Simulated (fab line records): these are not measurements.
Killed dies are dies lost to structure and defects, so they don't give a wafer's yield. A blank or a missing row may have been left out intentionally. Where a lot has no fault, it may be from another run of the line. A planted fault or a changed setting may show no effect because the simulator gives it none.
Matching of chambers	flow sky130	3 sister chambers for SKY_PASSIVATION_CVD_00 on pecvd-01
The step deposits SiO2, target thk 90 nm. 3 wafers are shown with their chamber, then 11 later ones without.

WAFERS, EACH WITH ITS CHAMBER
wafer	chamber	heaterPowerW (W)
L088.3	0	623
L088.5	2	678
L089.2	1	656

WAFERS MISSING THEIR CHAMBER
wafer	heaterPowerW (W)
L089.3	705
L089.6	657
L091.1	688
L091.2	704
L091.5	590
L093.1	667
L093.3	655
L093.6	657
L094.1	731
L094.2	612
L094.3	606

WHICH CHAMBER EACH WENT THROUGH
wafer	from the rows above	in truth
L089.3	can't be placed: 2 or 1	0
L089.6	can't be placed: 1 or 2 or 0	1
L091.1	can't be placed: 2 or 1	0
L091.2	can't be placed: 2 or 1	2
L091.5	can't be placed: 0 or 1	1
L093.1	can't be placed: 1 or 2 or 0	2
L093.3	can't be placed: 1 or 2 or 0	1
L093.6	can't be placed: 1 or 2 or 0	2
L094.1	can't be placed: 2 or 1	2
L094.2	can't be placed: 0 or 1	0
L094.3	can't be placed: 0 or 1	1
Correct placement for 0 of the 11. Not placeable from these rows: 11 (in 9, the candidates include the true chamber). Placed wrongly: 0.
How it was worked out, from the rows above alone: a wafer's distance from a chamber is the root of the sum, over the readings, of the square of ((its reading less the chamber's mean) divided by the reading's scatter). The wafer belongs to the nearest chamber; if the next one is less than 2 further off, it can't be placed. For every chamber, the mean is computed from those of its wafers that are shown. The scatter: root of mean squared gap, hidden wafer to nearest shown wafer, with one shown wafer a chamber.
